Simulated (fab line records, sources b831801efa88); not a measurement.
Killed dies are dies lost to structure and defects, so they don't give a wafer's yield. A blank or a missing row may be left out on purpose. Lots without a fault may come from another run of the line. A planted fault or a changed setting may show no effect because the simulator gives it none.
fab line records | flow gf180mcu
record lots=24 wafers=72 last_day=34
route steps=602 shown MVPSD@85 V1@351 MIM@507 V5@563
lots that met no fault: from a run of the same line without faults
start_h: hours from the record's first day to the start of the lot's first wafer shown | wait_h: hours since the lot's step before | " the same as in the row above | L1.1+2: a row that stands for several wafers | - no value, or no start given | * or withheld: withheld | < > ~ a bound
route shown NAME@n: a module of which the file shows steps, and the number in the route of the first | usual: mean/standard deviation of fault-free wafers | same: alike in all rows | chamber/n: place in a boat | sites: the reading at each site | _std_site: their standard deviation | _edge_site: outer sites' mean less inner sites' | radius_mm: how far each site lies from the wafer's centre | mask NAME#n: copy n | behind: the tool/chamber that last shaped the wafer | hold: why the lot was held/for how many hours/how that ended | device: the transistor (n, p or np) that didn't switch | end of line: the same wafers' tests at the end of the route | a step without rows: its recipe alone | killed: dies lost to structure and defects at the first sort, not the wafer's yield | map: a wafer's dies, x killed, . not, _ none there
set.NAME: the setting as run; set.NAME@STEP: as run at that earlier step | model.NAME: the simulator's own value behind a step, which no gauge read
steps of the route over a sample of lots; a table a step, a row a wafer
services: from which hour (start_h, from the record's first day; less than 0 if before it) a tool's chamber was out of use, for how many hours, and why
## steps
# step GF_MVPSD_OVL_MEAS_07
# usual MVPSD_OVL=0.8/1.3
# columns lot.wafer tool chamber start_h wait_h MVPSD_OVL[nm]
L074.1 overlay-02 - 96.33 - -0.2
L074.4 " - " " 0.9
L074.6 " - " " 2.3
L075.2 overlay-02 - 102.71 - 1.2
L075.5 " - " " 2.6
L075.6 " - " " 2.7
L076.2 overlay-02 - 109.36 - 0.4
L076.3 " - " " 1.4
L076.4 " - " " -0.2
L077.1 overlay-01 - 111.80 - -0.1
L077.2 " - " " -0.6
L077.6 " - " " -0.5
L078.2 overlay-02 - 123.49 - 1.6
L078.3 " - " " 1.6
L078.6 " - " " -0.7
L079.2 overlay-01 - 125.48 - 0.5
L079.5 " - " " 0.9
L079.6 " - " " 1.3
L080.1 overlay-01 - 131.13 - 1.4
L080.4 " - " " 0.4
L080.6 " - " " 2.4
L081.1 overlay-02 - 137.25 - 1.3
L081.5 " - " " 0.6
L081.6 " - " " 1.3
L082.3 overlay-02 - 143.69 - 0.7
L082.4 " - " " 1.0
L082.5 " - " " 1.9
L084.4 overlay-02 - 151.05 - 0.2
L084.5 " - " " 0.4
L084.6 " - " " 1.4
L083.1 overlay-02 - 152.20 - 2.9
L083.2 " - " " 2.4
L083.3 " - " " 1.9
L085.1 overlay-02 - 157.63 - -0.5
L085.2 " - " " -1.8
L085.4 " - " " -2.5
L086.2 overlay-02 - 165.68 - 0.8
L086.3 " - " " 1.5
L086.4 " - " " -0.5
L087.1 overlay-02 - 171.28 - 4.0
L087.4 " - " " 1.7
L087.5 " - " " 2.2
L088.2 overlay-02 - 176.53 - 1.8
L088.3 " - " " 3.7
L088.4 " - " " 3.4
L089.1 overlay-02 - 181.05 - -2.2
L089.2 " - " " -1.8
L089.3 " - " " 0.2
L090.1 overlay-02 - 187.98 - -1.1
L090.4 " - " " -0.8
L090.5 " - " " -0.2
L091.1 overlay-02 - 197.90 - 1.0
L091.3 " - " " 0.8
L091.4 " - " " 0.0
L092.4 overlay-02 - 205.69 - 1.8
L092.5 " - " " 1.1
L092.6 " - " " -1.2
L093.2 overlay-01 - 211.26 - 2.5
L093.3 " - " " 3.5
L093.4 " - " " 1.5
L094.1 overlay-01 - 222.38 - 0.8
L094.2 " - " " 0.4
L094.3 " - " " -0.1
L096.1 overlay-01 - 232.78 - -0.1
L096.2 " - " " 0.2
L096.5 " - " " 0.2
L095.1 overlay-01 - 235.03 - 1.1
L095.3 " - " " -0.4
L095.5 " - " " -0.9
L097.1 overlay-02 - 240.48 - 1.4
L097.3 " - " " 1.2
L097.6 " - " " -0.1
# step GF_V1_ETCH_16
# recipe chemistry=N2/H2 target_depth_a=withheld overetch_a=withheld time_s=withheld target=BARC ion_energy_ev=200 source_w=500 bias_w=100 pressure_mtorr=30 n2_flow_sccm=100 h2_flow_sccm=200
# usual drypump_motor_current_A=5.6/0.39 oes_product_au=0.855/0.0045 throttle_valve_pct=13.224/0.0092
# columns lot.wafer tool chamber start_h wait_h drypump_motor_current_A oes_product_au throttle_valve_pct
L074.1 rie_diel-03 3 415.18 0.0 6.3 0.852 13.233
L074.4 " 2 " " 5.9 0.851 13.230
L074.6 " 1 " " 5.7 0.859 13.239
L075.2 rie_diel-02 2 422.98 0.0 5.9 0.862 13.222
L075.5 " 3 " " 5.2 0.855 13.227
L075.6 " 2 " " 5.8 0.852 13.222
L077.1 rie_diel-04 3 433.53 0.0 5.5 0.859 13.222
L077.2 " 0 " " 5.9 0.857 13.211
L077.6 " 3 " " 5.5 0.851 13.223
L076.2 rie_diel-02 3 434.18 0.0 5.2 0.852 13.221
L076.3 " 1 " " 5.5 0.854 13.211
L076.4 " 3 " " 5.2 0.859 13.228
L078.2 rie_diel-03 0 452.23 0.0 6.1 0.851 13.222
L078.3 " 3 " " 6.4 0.857 13.232
L078.6 " 1 " " 5.7 0.851 13.220
L079.2 rie_diel-02 1 454.03 0.0 5.5 0.857 13.217
L079.5 " 2 " " 5.8 0.852 13.233
L079.6 " 1 " " 5.6 0.849 13.234
L080.1 rie_diel-04 1 462.58 0.0 4.9 0.858 13.237
L080.4 " 0 " " 5.9 0.860 13.226
L080.6 " 3 " " 5.5 0.862 13.223
L081.1 rie_diel-03 3 468.58 0.0 6.4 0.855 13.209
L081.5 " 2 " " 5.9 0.862 13.226
L081.6 " 3 " " 6.4 0.850 13.232
L082.3 rie_diel-04 1 479.43 0.0 4.9 0.852 13.228
L082.4 " 2 " " 5.2 0.848 13.209
L082.5 " 0 " " 5.9 0.846 13.220
L083.1 rie_diel-02 3 495.13 0.0 5.2 0.865 13.220
L083.2 " 1 " " 5.6 0.848 13.208
L083.3 " 0 " " 5.7 0.854 13.205
L084.4 rie_diel-04 2 497.58 0.0 5.2 0.856 13.221
L084.5 " 3 " " 5.5 0.856 13.219
L084.6 " 0 " " 6.0 0.857 13.220
L085.1 rie_diel-03 1 500.03 0.0 5.7 0.856 13.223
L085.2 " 2 " " 5.9 0.852 13.227
L085.4 " 3 " " 6.4 0.852 13.210
L086.2 rie_diel-04 3 514.88 0.0 5.5 0.858 13.211
L086.3 " 2 " " 5.2 0.852 13.204
L086.4 " 2 " " 5.2 0.855 13.227
L087.1 rie_diel-02 0 524.33 0.0 5.7 0.851 13.225
L087.4 " 2 " " 5.9 0.858 13.229
L087.5 " 3 " " 5.2 0.851 13.231
L088.2 rie_diel-03 2 529.13 0.0 5.9 0.851 13.240
L088.3 " 3 " " 6.3 0.859 13.220
L088.4 " 0 " " 6.1 0.856 13.219
L089.1 rie_diel-02 0 536.68 0.0 5.7 0.859 13.238
L089.2 " 2 " " 5.8 0.850 13.225
L089.3 " 3 " " 5.2 0.855 13.218
L090.1 rie_diel-02 2 542.28 0.0 5.8 0.854 13.226
L090.4 " 1 " " 5.6 0.855 13.215
L090.5 " 2 " " 5.9 0.860 13.227
L091.1 rie_diel-04 2 557.13 0.0 5.2 0.846 13.227
L091.3 " 3 " " 5.5 0.853 13.210
L091.4 " 0 " " 6.0 0.854 13.236
L092.4 rie_diel-04 3 566.78 0.0 5.5 0.857 13.216
L092.5 " 1 " " 4.9 0.857 13.237
L092.6 " 2 " " 5.2 0.858 13.218
L093.2 rie_diel-03 0 571.88 0.0 6.1 0.864 13.225
L093.3 " 3 " " 6.3 0.862 13.226
L093.4 " 1 " " 5.7 0.865 13.228
L094.1 rie_diel-02 1 589.13 0.0 5.6 0.857 13.227
L094.2 " 0 " " 5.7 0.857 13.250
L094.3 " 3 " " 5.2 0.852 13.228
L096.1 rie_diel-04 3 599.58 0.0 5.5 0.853 13.224
L096.2 " 0 " " 5.9 0.855 13.214
L096.5 " 2 " " 5.2 0.860 13.237
L095.1 rie_diel-02 1 602.58 0.0 5.5 0.858 13.203
L095.3 " 3 " " 5.2 0.852 13.221
L095.5 " 0 " " 5.7 0.850 13.227
L097.1 rie_diel-04 0 606.98 0.0 5.9 0.856 13.236
L097.3 " 2 " " 5.2 0.860 13.221
L097.6 " 0 " " 5.9 0.853 13.216
# step GF_V1_CMP_26
# recipe stop_on=SiO2 down_force_psi=3.5 platen_rpm=60 t_overpolish_s=15 target_thk_nm=0 pad_velocity_m_s=0.94248
# usual motor_current_A=9.7/1 overpolish_run_s=14.999/0.0091 retaining_ring_pressure_frac=1.000/0.0051 time_to_endpoint_s=86.7/2.9
# columns lot.wafer tool chamber start_h wait_h motor_current_A overpolish_run_s retaining_ring_pressure_frac time_to_endpoint_s
L074.1 cmp-01 1 416.29 0.1 10.3 14.986 1.003 90.5
L074.4 " 2 " " 8.5 15.008 0.996 86.3
L074.6 " 1 " " 10.9 14.998 1.010 86.2
L075.2 cmp-01 3 424.15 0.1 9.2 15.008 0.991 85.6
L075.6 " 1 " " 11.0 14.989 1.004 89.1
L075.5 " 2 " " 8.6 15.002 1.005 85.0
L077.1 cmp-01 1 434.59 0.1 10.5 15.009 0.998 92.3
L077.2 " 3 " " 8.0 15.000 0.996 90.7
L077.6 " 2 " " 8.8 14.979 0.999 89.2
L076.4 cmp-01 3 435.37 0.0 8.4 14.994 1.006 94.1
L076.3 " 0 " " 10.9 14.988 0.996 88.8
L076.2 " 2 " " 7.6 14.994 0.997 91.5
L078.3 cmp-02 0 453.34 0.1 9.6 14.993 1.003 83.7
L078.2 " 1 " " 10.2 15.002 1.001 81.7
L078.6 " 3 " " 10.5 15.001 1.005 85.5
L079.2 cmp-01 2 455.14 0.1 9.0 14.998 0.995 91.0
L079.5 " 1 " " 10.9 14.991 1.003 90.0
L079.6 " 2 " " 8.8 15.003 1.011 92.3
L080.1 cmp-01 2 463.66 0.1 8.8 15.008 1.002 87.7
L080.4 " 3 " " 8.2 15.005 1.006 85.5
L080.6 " 2 " " 8.5 15.000 1.004 89.7
L081.1 cmp-02 1 469.82 0.2 10.2 14.990 1.006 83.7
L081.5 " 2 " " 10.3 15.004 0.989 85.0
L081.6 " 3 " " 10.0 14.995 0.999 88.3
L082.4 cmp-01 2 480.48 0.0 9.3 14.996 0.999 89.6
L082.3 " 3 " " 8.1 15.023 1.001 90.4
L082.5 " 3 " " 8.3 14.992 1.004 90.5
L083.1 cmp-02 3 496.21 0.1 10.6 15.017 0.995 89.5
L083.3 " 0 " " 9.6 14.992 0.999 86.4
L083.2 " 2 " " 10.8 15.010 1.008 82.1
L084.4 cmp-01 1 498.74 0.1 10.7 15.012 0.990 84.8
L084.6 " 3 " " 8.6 14.980 0.996 86.9
L084.5 " 0 " " 10.9 14.994 0.992 87.4
L085.1 cmp-01 0 501.29 0.1 10.0 14.992 0.998 86.2
L085.4 " 2 " " 8.8 14.997 0.997 88.0
L085.2 " 3 " " 7.9 14.998 0.994 88.4
L086.4 cmp-01 3 515.93 0.0 8.4 15.000 0.999 84.0
L086.2 " 0 " " 10.4 15.013 0.995 83.5
L086.3 " 2 " " 8.6 14.991 1.001 83.3
L087.1 cmp-02 3 525.38 0.1 10.2 14.997 0.997 85.3
L087.4 " 2 " " 10.6 15.003 1.001 81.8
L087.5 " 0 " " 9.6 15.015 1.006 84.8
L088.4 cmp-02 1 530.19 0.0 10.1 15.014 0.989 82.9
L088.2 " 3 " " 10.4 14.997 1.000 86.2
L088.3 " 0 " " 9.5 15.010 1.001 83.0
L089.1 cmp-01 2 537.74 0.1 8.5 14.985 0.999 85.7
L089.2 " 3 " " 8.3 14.994 0.999 84.2
L089.3 " 1 " " 10.9 15.010 0.998 88.3
L090.1 cmp-02 2 543.49 0.2 10.9 14.999 0.997 85.7
L090.4 " 3 " " 10.2 14.997 0.997 86.1
L090.5 " 1 " " 9.7 15.002 1.003 82.4
L091.4 cmp-01 1 558.18 0.0 11.0 14.993 0.997 86.8
L091.1 " 2 " " 8.8 15.007 0.996 85.1
L091.3 " 0 " " 10.1 14.988 1.002 85.1
L092.4 cmp-02 3 567.94 0.1 11.0 14.993 1.001 85.7
L092.6 " 1 " " 10.1 14.994 1.012 86.1
L092.5 " 2 " " 10.5 14.982 0.999 86.5
L093.2 cmp-01 1 572.95 0.0 11.0 14.997 1.004 88.0
L093.4 " 2 " " 8.7 15.011 1.002 84.6
L093.3 " 0 " " 10.3 15.000 0.990 89.4
L094.1 cmp-01 1 590.19 0.1 10.4 15.000 1.008 87.0
L094.3 " 2 " " 9.0 15.004 1.006 86.5
L094.2 " 0 " " 10.7 14.986 1.002 85.6
L096.1 cmp-01 3 600.69 0.1 8.2 15.008 0.992 88.7
L096.2 " 0 " " 10.2 15.008 0.999 87.0
L096.5 " 2 " " 8.3 15.009 1.006 88.0
L095.3 cmp-01 0 603.77 0.1 10.1 15.002 1.001 84.3
L095.1 " 1 " " 11.1 14.998 1.004 85.8
L095.5 " 3 " " 8.2 14.981 1.003 89.9
L097.3 cmp-02 0 608.22 0.1 9.5 15.000 0.994 82.1
L097.1 " 1 " " 10.1 14.984 1.008 82.7
L097.6 " 0 " " 10.0 14.990 0.999 83.5
# step GF_MIM_SPUTTER_04
# recipe material=TiN target_thk_nm=50 power_w=6500 time_s=41.7 chamber_pressure_pa=0.4
# usual throttle_valve_pct=29.7/1.5
# columns lot.wafer tool chamber start_h wait_h throttle_valve_pct
L074.1 pvd_sputter-01 - 565.89 0.0 32.0
L074.4 " - " " 27.4
L074.6 " - " " 30.7
L075.2 pvd_sputter-04 - 573.00 0.0 30.5
L075.5 " - " " 29.6
L075.6 " - " " 27.2
L077.1 pvd_sputter-01 - 583.45 0.0 27.7
L077.2 " - " " 32.2
L077.6 " - " " 32.1
L076.2 pvd_sputter-04 - 583.79 0.0 29.7
L076.3 " - " " 29.6
L076.4 " - " " 27.2
L078.2 pvd_sputter-02 - 600.40 0.0 31.5
L078.3 " - " " 27.9
L078.6 " - " " 31.3
L079.2 pvd_sputter-02 - 600.72 0.0 31.5
L079.5 " - " " 30.9
L079.6 " - " " 28.1
L080.1 pvd_sputter-02 - 608.48 0.0 31.3
L080.4 " - " " 30.6
L080.6 " - " " 30.4
L081.1 pvd_sputter-01 - 612.19 0.0 27.3
L081.5 " - " " 27.4
L081.6 " - " " 29.4
L082.3 pvd_sputter-02 - 624.89 0.0 30.6
L082.4 " - " " 28.0
L082.5 " - " " 31.0
L083.1 pvd_sputter-01 - 637.81 0.0 29.5
L083.2 " - " " 32.2
L083.3 " - " " 31.1
L084.4 pvd_sputter-02 - 641.50 0.0 31.6
L084.5 " - " " 28.3
L084.6 " - " " 31.4
L085.1 pvd_sputter-02 - 643.53 0.0 31.5
L085.2 " - " " 28.0
L085.4 " - " " 30.8
L086.2 pvd_sputter-01 - 657.01 0.0 31.9
L086.3 " - " " 30.9
L086.4 " - " " 29.4
L087.1 pvd_sputter-01 - 663.79 0.0 31.0
L087.4 " - " " 27.2
L087.5 " - " " 27.5
L088.2 pvd_sputter-04 - 668.21 0.0 27.3
L088.3 " - " " 29.2
L088.4 " - " " 30.4
L089.1 pvd_sputter-01 - 674.65 0.0 30.8
L089.2 " - " " 29.5
L089.3 " - " " 32.3
L090.1 pvd_sputter-04 - 678.58 0.0 29.5
L090.4 " - " " 27.2
L090.5 " - " " 30.3
L091.1 pvd_sputter-04 - 692.02 0.0 27.2
L091.3 " - " " 29.7
L091.4 " - " " 30.3
L092.4 pvd_sputter-01 - 699.80 0.0 31.8
L092.5 " - " " 32.0
L092.6 " - " " 30.7
L093.2 pvd_sputter-04 - 705.11 0.0 29.4
L093.3 " - " " 29.6
L093.4 " - " " 30.4
L094.1 pvd_sputter-02 - 718.34 0.0 30.6
L094.2 " - " " 30.8
L094.3 " - " " 31.4
L096.1 pvd_sputter-02 - 727.20 0.0 31.3
L096.2 " - " " 28.3
L096.5 " - " " 31.2
L095.1 pvd_sputter-04 - 729.19 0.0 29.5
L095.3 " - " " 29.4
L095.5 " - " " 29.4
L097.1 pvd_sputter-01 - 734.88 0.0 30.9
L097.3 " - " " 32.1
L097.6 " - " " 30.9
# step GF_V5_CVD_23
# recipe material=W target_thk_nm=350 time_s=104.9 temp_c=400 pressure_torr=40
# usual heater_power_w=815/88
# columns lot.wafer tool chamber start_h wait_h heater_power_w
L074.1 cvd_w-01 1 632.10 0.0 746
L074.4 " 1 " " 749
L074.6 " 1 " " 746
L075.2 cvd_w-01 1 640.42 0.0 750
L075.5 " 1 " " 754
L075.6 " 0 " " 955
L077.1 cvd_w-02 1 649.67 0.0 823
L077.2 " 0 " " 713
L077.6 " 0 " " 709
L076.2 cvd_w-02 0 650.55 0.0 705
L076.3 " 1 " " 819
L076.4 " 0 " " 702
L078.2 cvd_w-02 0 665.67 0.0 722
L078.3 " 0 " " 726
L078.6 " 0 " " 732
L079.2 cvd_w-01 0 666.02 0.0 935
L079.5 " 1 " " 766
L079.6 " 0 " " 936
L080.1 cvd_w-02 1 672.72 0.0 812
L080.4 " 0 " " 705
L080.6 " 1 " " 821
L081.1 cvd_w-01 0 675.91 0.0 942
L081.5 " 0 " " 953
L081.6 " 1 " " 748
L082.3 cvd_w-01 0 687.79 0.1 936
L082.4 " 1 " " 767
L082.5 " 0 " " 946
L083.1 cvd_w-01 0 698.61 0.0 954
L083.2 " 1 " " 776
L083.3 " 0 " " 908
L084.4 cvd_w-02 0 702.47 0.1 721
L084.5 " 1 " " 836
L084.6 " 0 " " 704
L085.1 cvd_w-02 1 705.08 0.0 822
L085.2 " 0 " " 711
L085.4 " 0 " " 731
L086.2 cvd_w-01 1 716.32 0.0 754
L086.3 " 0 " " 962
L086.4 " 1 " " 766
L087.1 cvd_w-02 1 722.99 0.0 840
L087.4 " 1 " " 815
L087.5 " 1 " " 817
L088.2 cvd_w-02 0 725.96 0.0 719
L088.3 " 0 " " 722
L088.4 " 1 " " 851
L089.1 cvd_w-01 0 732.16 0.0 949
L089.2 " 1 " " 739
L089.3 " 1 " " 762
L090.1 cvd_w-01 0 735.36 0.0 954
L090.4 " 0 " " 944
L090.5 " 1 " " 765
L091.1 cvd_w-01 0 747.61 0.0 969
L091.3 " 0 " " 943
L091.4 " 1 " " 734
L092.4 cvd_w-02 1 753.82 0.0 811
L092.5 " 1 " " 832
L092.6 " 0 " " 713
L093.2 cvd_w-02 1 759.96 0.0 822
L093.3 " 1 " " 843
L093.4 " 0 " " 716
L094.1 cvd_w-02 1 771.51 0.0 823
L094.2 " 0 " " 726
L094.3 " 1 " " 830
L096.1 cvd_w-02 1 779.20 0.0 847
L096.2 " 0 " " 718
L096.5 " 1 " " 814
L095.1 cvd_w-01 1 780.20 0.0 769
L095.3 " 0 " " 956
L095.5 " 0 " " 937
L097.1 cvd_w-01 0 787.49 0.0 967
L097.3 " 0 " " 965
L097.6 " 1 " " 757
# step GF_V5_THK_MEAS_25
# recipe thk_meas_gauge=xrf reads=W_of_V5_CVD_23
# usual V5_W_THK=355/6.2
# columns lot.wafer tool chamber start_h wait_h V5_W_THK[nm]
L074.1 film_metro-02 - 632.33 0.1 358
L074.4 " - " " 359
L074.6 " - " " 356
L075.2 film_metro-01 - 640.67 0.1 347
L075.5 " - " " 351
L075.6 " - " " 351
L077.1 film_metro-04 - 649.90 0.1 370
L077.2 " - " " 366
L077.6 " - " " 362
L076.2 film_metro-01 - 650.79 0.1 357
L076.3 " - " " 354
L076.4 " - " " 353
L078.2 film_metro-02 - 665.91 0.1 354
L078.3 " - " " 359
L078.6 " - " " 360
L079.2 film_metro-01 - 666.26 0.1 351
L079.5 " - " " 353
L079.6 " - " " 351
L080.1 film_metro-01 - 672.96 0.1 354
L080.4 " - " " 349
L080.6 " - " " 350
L081.1 film_metro-04 - 676.14 0.1 368
L081.5 " - " " 368
L081.6 " - " " 365
L082.3 film_metro-01 - 688.01 0.1 348
L082.4 " - " " 343
L082.5 " - " " 347
L083.1 film_metro-02 - 698.84 0.1 361
L083.2 " - " " 359
L083.3 " - " " 360
L084.4 film_metro-04 - 702.70 0.1 359
L084.5 " - " " 359
L084.6 " - " " 360
L085.1 film_metro-02 - 705.31 0.1 359
L085.2 " - " " 357
L085.4 " - " " 355
L086.2 film_metro-01 - 716.56 0.1 345
L086.3 " - " " 351
L086.4 " - " " 347
L087.1 film_metro-01 - 723.22 0.1 351
L087.4 " - " " 350
L087.5 " - " " 350
L088.2 film_metro-02 - 726.21 0.1 359
L088.3 " - " " 355
L088.4 " - " " 363
L089.1 film_metro-02 - 732.39 0.1 363
L089.2 " - " " 358
L089.3 " - " " 359
L090.1 film_metro-02 - 735.59 0.1 362
L090.4 " - " " 363
L090.5 " - " " 358
L091.1 film_metro-04 - 747.85 0.1 364
L091.3 " - " " 363
L091.4 " - " " 356
L092.4 film_metro-01 - 754.05 0.1 347
L092.5 " - " " 344
L092.6 " - " " 344
L093.2 film_metro-02 - 760.21 0.1 359
L093.3 " - " " 354
L093.4 " - " " 358
L094.1 film_metro-01 - 771.75 0.1 351
L094.2 " - " " 352
L094.3 " - " " 352
L096.1 film_metro-01 - 779.43 0.1 358
L096.2 " - " " 353
L096.5 " - " " 352
L095.1 film_metro-02 - 780.43 0.1 348
L095.3 " - " " 345
L095.5 " - " " 351
L097.1 film_metro-01 - 787.73 0.1 351
L097.3 " - " " 352
L097.6 " - " " 353
## services
# columns tool chamber start_h hours kind
cmp-01 - 404.23 4.0 pm
rie_diel-04 - 412.71 1.4 repair
rie_diel-02 2 432.52 3.7 repair
rie_diel-04 0 439.22 9.8 repair
rie_diel-02 0 447.25 15.1 repair
cmp-01 - 451.71 0.2 repair
cvd_w-01 1 496.70 4.4 repair
rie_diel-04 3 503.40 6.8 repair
cmp-01 - 541.98 2.2 repair
cmp-01 - 547.17 4.7 pm
cmp-01 - 551.87 5.5 pm
cmp-01 - 596.46 0.3 repair
cvd_w-01 0 606.12 10.3 repair
cvd_w-02 0 622.93 3.8 repair
rie_diel-04 2 662.12 1.8 repair
rie_diel-02 2 671.65 9.7 repair
rie_diel-02 0 681.12 1.2 repair
rie_diel-02 3 684.15 17.0 repair
rie_diel-02 2 686.12 65.5 repair
cmp-01 - 711.21 2.0 repair
cvd_w-02 1 734.27 4.1 repair
cmp-01 - 744.23 4.0 pm
cmp-01 - 767.34 5.4 repair
cmp-01 - 771.24 2.7 repair
## key
fault none
